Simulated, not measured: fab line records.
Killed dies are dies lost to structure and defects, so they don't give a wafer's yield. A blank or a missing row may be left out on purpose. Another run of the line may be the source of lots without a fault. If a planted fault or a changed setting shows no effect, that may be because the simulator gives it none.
Matching of chambers :: flow gf180mcu :: GF_V2_ETCH_16 on rie-diel-04: 4 sister chambers
The step etches BARC in N2/H2. 4 wafers are shown with their chamber, then 10 later ones without.

## WAFERS, EACH WITH ITS CHAMBER
wafer: L082.4
chamber: 2
drypump-motor-current-A (A): 5.7

wafer: L086.1
chamber: 3
drypump-motor-current-A (A): 5.6

wafer: L091.1
chamber: 1
drypump-motor-current-A (A): 5.7

wafer: L091.2
chamber: 0
drypump-motor-current-A (A): 6.3

## WAFERS WITHOUT THEIR CHAMBER
wafer: L091.4
drypump-motor-current-A (A): 5.8

wafer: L092.2
drypump-motor-current-A (A): 5.7

wafer: L092.4
drypump-motor-current-A (A): 5.8

wafer: L092.5
drypump-motor-current-A (A): 5.8

wafer: L095.3
drypump-motor-current-A (A): 6.3

wafer: L095.4
drypump-motor-current-A (A): 5.7

wafer: L095.5
drypump-motor-current-A (A): 5.7

wafer: L096.2
drypump-motor-current-A (A): 5.7

wafer: L096.4
drypump-motor-current-A (A): 6.4

wafer: L096.6
drypump-motor-current-A (A): 5.7

## CHAMBER TAKEN BY EACH
wafer: L091.4
from the rows above: can't be placed: 1 or 2 or 3
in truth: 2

wafer: L092.2
from the rows above: can't be placed: 1 or 2 or 3
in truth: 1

wafer: L092.4
from the rows above: can't be placed: 1 or 2 or 3
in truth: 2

wafer: L092.5
from the rows above: can't be placed: 1 or 2 or 3
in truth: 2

wafer: L095.3
from the rows above: 0
in truth: 0

wafer: L095.4
from the rows above: can't be placed: 1 or 2 or 3
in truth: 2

wafer: L095.5
from the rows above: can't be placed: 1 or 2 or 3
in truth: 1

wafer: L096.2
from the rows above: can't be placed: 1 or 2 or 3
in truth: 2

wafer: L096.4
from the rows above: 0
in truth: 0

wafer: L096.6
from the rows above: can't be placed: 1 or 2 or 3
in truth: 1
Placed correctly: 2 of 10. Can't be placed from these rows: 8 (the true chamber is among the candidates in 8). 0 placed wrongly.
How it was worked out, from the rows above alone: a wafer's distance from a chamber is the root of the sum, over the readings, of the square of ((its reading less the chamber's mean) divided by the reading's scatter). If the next closest chamber is less than 2 further off than the closest, the wafer can't be placed; otherwise it belongs to the closest. A chamber's mean is the mean of its shown wafers. The scatter: with one shown wafer a chamber, the root of the mean of the squares of how far each hidden wafer lies from its nearest shown one.
